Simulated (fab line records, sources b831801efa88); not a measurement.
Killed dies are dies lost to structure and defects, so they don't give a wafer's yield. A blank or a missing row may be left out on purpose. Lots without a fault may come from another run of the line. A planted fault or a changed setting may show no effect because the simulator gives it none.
One fault seen from 2 desks | flow gf180mcu | each desk has only its own numbers; what lay behind them comes last

THE TOOL OWNER'S DESK: implanter-02
The tool's own readings at GF_NWELL_IMPLANT_09: means of the sampled wafers that have a number, for each lot that ran on this tool. A lot is out of limits, marked OUT, if its mean lies more than 4 standard deviations from the usual mean; the brackets give that distance.
Columns: A = faraday_current_uA at GF_NWELL_IMPLANT_09, usual 22.6
lot  | first seen here | A
L489 | day 3 09:17     | 22.0
L495 | day 4 14:57     | 22.4
L497 | day 5 03:44     | 22.2
L499 | day 5 13:23     | 22.7
L501 | day 6 01:47     | 22.6
L503 | day 6 12:35     | 22.8
L504 | day 6 16:44     | 22.4
L505 | day 6 23:01     | 23.0
This desk's finding: nothing out of limits on any of the 8 lots.

THE METROLOGY DESK
What the gauges read, lot by lot, whatever tool the lot ran on: means of the sampled wafers that have a number. A lot is out of limits, marked OUT, if its mean lies more than 4 standard deviations from the usual mean; the brackets give that distance.
Columns: A = NWELL_RS at GF_VT_IMPLANT_RS_MEAS_47, usual 487.6 ohm/sq; B = M3_ALCU_RS at GF_M3_RS_MEAS_05, usual 0.0695 ohm/sq; C = M3_ALCU_THK at GF_M3_THK_MEAS_06, usual 459 nm
lot  | first seen here | A                | B      | C
L489 | day 7 15:04     | 488.0            | 0.0697 | 455
L491 | day 8 02:35     | 487.4            | 0.0695 | 460
L493 | day 8 14:04     | 488.1            | 0.0718 | 445
L494 | day 8 23:38     | 487.6            | 0.0695 | 456
L495 | day 9 03:32     | 488.2            | 0.0698 | 457
L497 | day 9 18:59     | 485.8            | 0.0692 | 463
L498 | day 9 23:34     | 489.2            | 0.0699 | 459
L499 | day 10 07:59    | 486.4            | 0.0701 | 451
L501 | day 10 23:38    | 488.1            | 0.0702 | 454
L503 | day 11 12:31    | 496.1 (+6.6) OUT | 0.0693 | 460
L504 | day 11 16:46    | 494.5 (+5.3) OUT | 0.0693 | 462
L505 | day 12 00:29    | 496.1 (+6.5) OUT | 0.0691 | 462
L511 | day 13 17:29    | 486.3            | 0.0688 | 462
This desk's finding: out of limits on L503, L504, L505; first on L503, day 11 12:31 (NWELL_RS at GF_VT_IMPLANT_RS_MEAS_47). In limits: L489, L491, L493, L494, L495, L497, L498, L499, L501, L511.

PUT TOGETHER
The metrology desk could have raised an alarm at day 11 12:31, on L503, L504, L505.
The tool owner's desk saw nothing out of limits.
The tool owner's desk has L503, L504, L505 on record, within its limits.
Of the lots named, all ran GF_NWELL_IMPLANT_09 on implanter-02.

WHAT THE SIMULATOR HAD PUT IN
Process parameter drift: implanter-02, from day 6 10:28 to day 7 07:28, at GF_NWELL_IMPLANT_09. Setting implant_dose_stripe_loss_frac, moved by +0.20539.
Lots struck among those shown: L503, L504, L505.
Hours from the fault's start to each desk's first reading out of limits: the metrology desk, 122.
